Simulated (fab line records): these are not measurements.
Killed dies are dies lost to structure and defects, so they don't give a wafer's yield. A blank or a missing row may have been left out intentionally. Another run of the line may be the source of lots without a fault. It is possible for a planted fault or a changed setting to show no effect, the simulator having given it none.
The tool behind it: which one? ; flow gf180mcu ; 13 lots, 39 wafers sampled, at 3 steps of a route of 602

## WHAT THE GAUGES READ, wafer by wafer
GF_PSD_CD_MEAS_07: target cd 400 nm.
lot;measured;on;cd_nm (nm)
L179;day 14 22:02;cd_sem-01;401.0 399.1 402.2
L181;day 15 07:56;cd_sem-01;403.6 403.2 403.9
L180;day 15 10:37;cd_sem-01;400.9 400.4 398.9
L183;day 16 07:10;cd_sem-01;401.0 402.7 401.1
L184;day 16 10:28;cd_sem-02;405.2 404.5 404.5
L186;day 17 01:17;cd_sem-01;401.2 402.3 400.9
L187;day 17 08:18;cd_sem-01;401.1 398.9 402.3
L191;day 18 12:43;cd_sem-02;- - -
L194;day 19 18:58;cd_sem-01;401.0 399.8 400.7
L198;day 21 03:11;cd_sem-02;404.7 403.1 400.9
L199;day 21 08:04;cd_sem-02;399.0 398.3 397.6
L200;day 21 17:58;cd_sem-01;396.7 399.5 397.6
L201;day 22 04:22;cd_sem-01;401.6 399.5 401.3

GF_PSD_TW_MEAS_11.
lot;measured;on;PSD_TW
L179;day 14 22:26;film_metro-02;3157 3158 3155
L181;day 15 08:20;film_metro-03;3207 3214 3218
L180;day 15 11:01;film_metro-02;3144 3145 3153
L183;day 16 07:34;film_metro-03;3204 3205 3206
L184;day 16 11:01;film_metro-02;3138 3135 3147
L186;day 17 01:41;film_metro-04;3224 3207 3217
L187;day 17 08:43;film_metro-02;3163 3181 3178
L191;day 18 13:08;film_metro-03;30 30 30
L194;day 19 19:22;film_metro-03;3228 3215 3212
L198;day 21 03:37;film_metro-02;3137 3144 3151
L199;day 21 08:26;film_metro-02;3149 3135 3156
L200;day 21 18:23;film_metro-04;3225 3253 3219
L201;day 22 04:46;film_metro-02;3135 3149 3127

## WHAT TOOL EACH LOT RAN ON (gives the tool, then ch and the chambers of the sampled wafers, and finally the start)
lot;GF_PSD_EXPOSE_04
L179;iline_stepper-01 ch 0, day 14 11:37
L181;iline_stepper-02 ch 0, day 14 21:26
L180;iline_stepper-01 ch 0, day 15 00:02
L183;iline_stepper-02 ch 0, day 15 19:46
L184;iline_stepper-02 ch 0, day 15 23:47
L186;iline_stepper-01 ch 0, day 16 14:13
L187;iline_stepper-02 ch 0, day 16 20:38
L191;iline_stepper-02 ch 0, day 18 01:16
L194;iline_stepper-01 ch 0, day 19 07:18
L198;iline_stepper-01 ch 0, day 20 15:45
L199;iline_stepper-02 ch 0, day 20 20:12
L200;iline_stepper-01 ch 0, day 21 06:47
L201;iline_stepper-02 ch 0, day 21 16:41
- GF_PSD_EXPOSE_04: exposes mask Pplus, target cd 400 nm.

## WHAT THE TOOLS THEMSELVES READ (means of the sampled wafers that have a number; where no wafer has one, the mark that the record gives instead)
The record holds no such reading with a usual standard deviation.

## THE ANSWER, worked out from the rows above alone
Rule: what is usual is taken from the lots themselves. The widest of any qualifying gaps counts: lots, ordered by their means at a reading, are off when they make up no more than a third of the lots, leave a main group of 4 or more, and stand apart from it by 3 or more times the standard deviation of that group's means. If all means in a main group match to the digits the tables above print for the reading, that group is not used. Also off: a lot with no number at a reading for which 4 or more lots have one. All remaining lots with rows at the step are treated as sound. The gauges are gone through in route order, then the tools' own readings, and for those a lot's mean is taken as printed above. The first step at which some lot is off is used, and at that step the reading that is off furthest; a lot without a number counts as furthest.
Off, at GF_PSD_CD_MEAS_07 on cd_nm: L191. Without a number there: L191. Mean 401.1 nm and standard deviation 1.9 in the main group.
If a tool, at a process step before that reading, ran all the lots that are off and no sound lot after the first of them, it fits. Not tried: the gauges at GF_PSD_CD_MEAS_07; whatever is off there is also off at GF_PSD_TW_MEAS_11, on other tools, and gauge error can't account for it. Of those tried, none fits.

## WHAT THE SIMULATOR PUT IN
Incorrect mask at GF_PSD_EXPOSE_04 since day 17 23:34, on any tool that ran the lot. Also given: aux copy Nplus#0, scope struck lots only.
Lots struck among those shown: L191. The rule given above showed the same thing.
